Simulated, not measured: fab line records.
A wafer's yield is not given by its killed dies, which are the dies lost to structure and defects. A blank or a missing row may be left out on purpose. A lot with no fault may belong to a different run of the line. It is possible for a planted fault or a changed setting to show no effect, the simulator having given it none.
Which tool was responsible? ; flow sky130 ; 33 wafers from 11 lots sampled at 7 of the route's 708 steps

== WHAT THE GAUGES READ, wafer by wafer ==
SKY_LDD_P_TW_MEAS_11. Usual: LDD_P_TW 640, standard deviation 3.4.
lot;measured;on;LDD_P_TW;flag
L857;day 19 00:56;film_metro-04;641 643 642;
L858;day 19 10:21;film_metro-01;641 648 643;
L859;day 20 05:50;film_metro-01;643 641 640;
L861;day 20 21:52;film_metro-02;641 643 644;
L862;day 21 05:39;film_metro-04;630 633 635;
L864;day 21 15:14;film_metro-04;636 635 634;
L866;day 22 19:43;film_metro-02;639 639 642;
L875;day 26 01:11;film_metro-04;640 641 643;
L877;day 26 10:07;film_metro-02;642 643 642;
L878;day 27 04:26;film_metro-01;640 643 640;
L880;day 27 18:57;film_metro-01;646 644 644;

SKY_SD_P_OVL_MEAS_08. Usual: SD_P_OVL 0.1 nm, standard deviation 1.3.
lot;measured;on;SD_P_OVL (nm);flag
L857;day 25 11:23;overlay-01;-1.6 -2.4 -0.5;
L858;day 25 21:22;overlay-02;-0.6 1.4 -1.7;
L859;day 26 16:25;overlay-01;-1.6 0.0 -1.5;
L861;day 27 05:34;overlay-02;-0.4 0.9 0.7;
L862;day 27 13:55;overlay-01;-1.8 -2.9 -0.3;
L864;day 27 22:55;overlay-02;0.5 0.5 1.6;
L866;day 29 02:01;overlay-01;-0.2 0.0 0.6;
L875;day 32 00:55;overlay-01;0.6 1.7 1.6;
L877;day 32 09:04;overlay-01;-2.0 -0.2 -1.4;
L878;day 33 03:52;overlay-02;2.2 3.3 1.5;
L880;day 33 18:52;overlay-02;2.3 2.3 2.4;

SKY_SD_P_TW_MEAS_11. Usual: SD_P_TW 2839, standard deviation 22.
lot;measured;on;SD_P_TW;flag
L857;day 25 11:41;film_metro-04;2830 2822 2824;
L858;day 25 21:40;film_metro-03;2863 2842 2845;
L859;day 26 16:42;film_metro-02;2833 2850 2858;
L861;day 27 05:52;film_metro-03;2857 2856 2877;
L862;day 27 14:12;film_metro-03;2859 2871 2863;
L864;day 27 23:13;film_metro-04;2833 2819 2831;
L866;day 29 02:19;film_metro-04;2828 2842 2833;
L875;day 32 01:12;film_metro-03;2490 2491 2485;OFF
L877;day 32 09:21;film_metro-02;2537 2535 2528;OFF
L878;day 33 04:10;film_metro-04;2803 2803 2814;
L880;day 33 19:09;film_metro-03;2816 2788 2819;

SKY_SD_N_RS_MEAS_17: measures by four-point-probe. Usual: SD_P_RS 147.0 ohm/sq, standard deviation 0.46.
lot;measured;on;SD_P_RS (ohm/sq);flag
L857;day 27 22:52;film_metro-02;146.9 147.2 147.2;
L858;day 28 09:06;film_metro-04;146.2 145.7 146.0;
L859;day 29 03:30;film_metro-02;147.7 147.1 147.5;
L861;day 29 16:14;film_metro-02;147.6 147.3 147.1;
L862;day 29 22:59;film_metro-03;147.1 146.7 147.1;
L864;day 30 09:32;film_metro-02;147.5 147.8 147.4;
L866;day 31 09:54;film_metro-04;146.6 146.3 146.8;
L875;day 34 07:36;film_metro-02;177.8 177.9 177.9;OFF
L877;day 34 15:00;film_metro-02;177.1 177.8 177.4;OFF
L878;day 35 10:41;film_metro-03;147.1 147.1 147.2;
L880;day 36 02:08;film_metro-04;147.1 146.7 146.5;

== EACH LOT AND THE TOOL THAT RAN IT (in order: tool; ch and the chambers of the sampled wafers; start) ==
lot;SKY_LDD_HVP_STRIP_09;SKY_SD_P_IMPLANT_09;SKY_SD_P_STRIP_10
L857;plasma_asher-03 ch 0,1, day 21 15:24;implanter-04 ch 0, day 25 11:28;plasma_asher-03 ch 0,1, day 25 11:35
L858;plasma_asher-04 ch 0,1, day 22 00:30;implanter-04 ch 0, day 25 21:28;plasma_asher-03 ch 0,1, day 25 21:34
L859;plasma_asher-04 ch 0,1, day 22 20:08;implanter-03 ch 0, day 26 16:27;plasma_asher-01 ch 0, day 26 16:36
L861;plasma_asher-01 ch 0,1, day 23 11:22;implanter-04 ch 0, day 27 05:38;plasma_asher-02 ch 0,1, day 27 05:46
L862;plasma_asher-01 ch 0,1, day 23 19:41;implanter-02 ch 0, day 27 13:57;plasma_asher-02 ch 0,1, day 27 14:06
L864;plasma_asher-03 ch 0,1, day 24 03:27;implanter-04 ch 0, day 27 23:00;plasma_asher-03 ch 0,1, day 27 23:08
L866;plasma_asher-03 ch 0,1, day 25 07:23;implanter-04 ch 0, day 29 02:04;plasma_asher-01 ch 0,1, day 29 02:13
L875;plasma_asher-03 ch 0,1, day 28 10:34;implanter-04 ch 0, day 32 00:57;plasma_asher-02 ch 0,1, day 32 01:06
L877;plasma_asher-03 ch 0,1, day 28 19:11;implanter-04 ch 0, day 32 09:06;plasma_asher-02 ch 0,1, day 32 09:15
L878;plasma_asher-03 ch 0,1, day 29 14:04;implanter-03 ch 0, day 33 03:55;plasma_asher-03 ch 0,1, day 33 04:04
L880;plasma_asher-03 ch 0,1, day 30 05:16;implanter-03 ch 0, day 33 18:54;plasma_asher-02 ch 0,1, day 33 19:03
- SKY_LDD_HVP_STRIP_09: strips in O2/N2.
- SKY_SD_P_IMPLANT_09
- SKY_SD_P_STRIP_10: strips in O2/N2.

== WHAT THE TOOLS THEMSELVES READ (means of the sampled wafers that have a number; where no wafer has one, the mark that the record gives instead) ==
SKY_LDD_HVP_STRIP_09. Usual: drypump_motor_current_A 5.77 A, standard deviation 0.27; oes_product_au 0.408 a.u., standard deviation 0.0046; strip_time_to_endpoint_s 4.132 s, standard deviation 0.016.
lot;tool;drypump_motor_current_A (A);oes_product_au (a.u.);strip_time_to_endpoint_s (s);flag
L857;plasma_asher-03;5.90;0.401;4.137;
L858;plasma_asher-04;5.74;0.409;4.133;
L859;plasma_asher-04;5.76;0.409;4.129;
L861;plasma_asher-01;5.77;0.409;4.123;
L862;plasma_asher-01;5.67;0.405;4.136;
L864;plasma_asher-03;5.89;0.405;4.136;
L866;plasma_asher-03;5.65;0.410;4.165;
L875;plasma_asher-03;5.66;0.403;4.122;
L877;plasma_asher-03;5.88;0.408;4.146;
L878;plasma_asher-03;5.89;0.407;4.118;
L880;plasma_asher-03;5.89;0.410;4.119;

SKY_SD_P_IMPLANT_09. Usual: beam_energy_keV reads 19.999 (standard deviation 0.0062).
lot;tool;beam_energy_keV;flag
L857;implanter-04;20.002;
L858;implanter-04;20.004;
L859;implanter-03;19.996;
L861;implanter-04;19.993;
L862;implanter-02;20.004;
L864;implanter-04;20.004;
L866;implanter-04;20.000;
L875;implanter-04;12.464;OFF
L877;implanter-04;12.468;OFF
L878;implanter-03;19.996;
L880;implanter-03;20.001;

SKY_SD_P_STRIP_10. Usual: drypump_motor_current_A 5.87 A, standard deviation 0.29; oes_product_au 0.617 a.u., standard deviation 0.0041; strip_time_to_endpoint_s 17.48 s, standard deviation 0.042.
lot;tool;drypump_motor_current_A (A);oes_product_au (a.u.);strip_time_to_endpoint_s (s);flag
L857;plasma_asher-03;5.89;0.618;17.51;
L858;plasma_asher-03;5.66;0.616;17.48;
L859;plasma_asher-01;5.58;0.620;17.49;
L861;plasma_asher-02;6.13;0.616;17.53;
L862;plasma_asher-02;6.13;0.618;17.52;
L864;plasma_asher-03;5.67;0.619;17.49;
L866;plasma_asher-01;5.77;0.615;17.48;
L875;plasma_asher-02;6.03;0.646;16.31;OFF
L877;plasma_asher-02;6.00;0.647;16.36;OFF
L878;plasma_asher-03;5.89;0.617;17.49;
L880;plasma_asher-02;5.97;0.616;17.48;

== THE ANSWER, worked out from the rows above alone ==
Rule: a lot is off if the mean of its wafers that have a number lies more than 3 standard deviations from the usual mean. Also off: a lot with no number at a reading for which 4 or more lots have one. All remaining lots with rows at the step are treated as sound. First the gauges in route order, then the tools' own readings, where a lot's mean is used as printed above. At the first step where some lot is off, the reading lying furthest off is the one used; lots without a number count as furthest.
Off: L875, L877, seen at SKY_SD_P_TW_MEAS_11 (SD_P_TW).
If a tool, at a process step before that reading, ran all the lots that are off and no sound lot after the first of them, it fits. Not tried: the gauges at SKY_SD_P_TW_MEAS_11; whatever is off there is also off at SKY_SD_P_IMPLANT_09, on other tools, and gauge error can't account for it. One fits: SKY_SD_P_IMPLANT_09 on implanter-04. Its last sound lot is L866 (day 29 02:04), its first lot that is off L875 (day 32 00:57): a fault that began between those two fits.
The tool's own readings at SKY_SD_P_IMPLANT_09 bear it out: on the lots that are off they differ by more than 5 times the standard deviation of the sound lots' means. beam_energy_keV reads 12.466 there against 20.000 on the sound lots.

== WHAT THE SIMULATOR PUT IN ==
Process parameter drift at SKY_SD_P_IMPLANT_09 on implanter-04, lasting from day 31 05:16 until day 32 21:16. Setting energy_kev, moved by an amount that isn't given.
Shown lots that were struck: L875, L877. The rule above found the same.
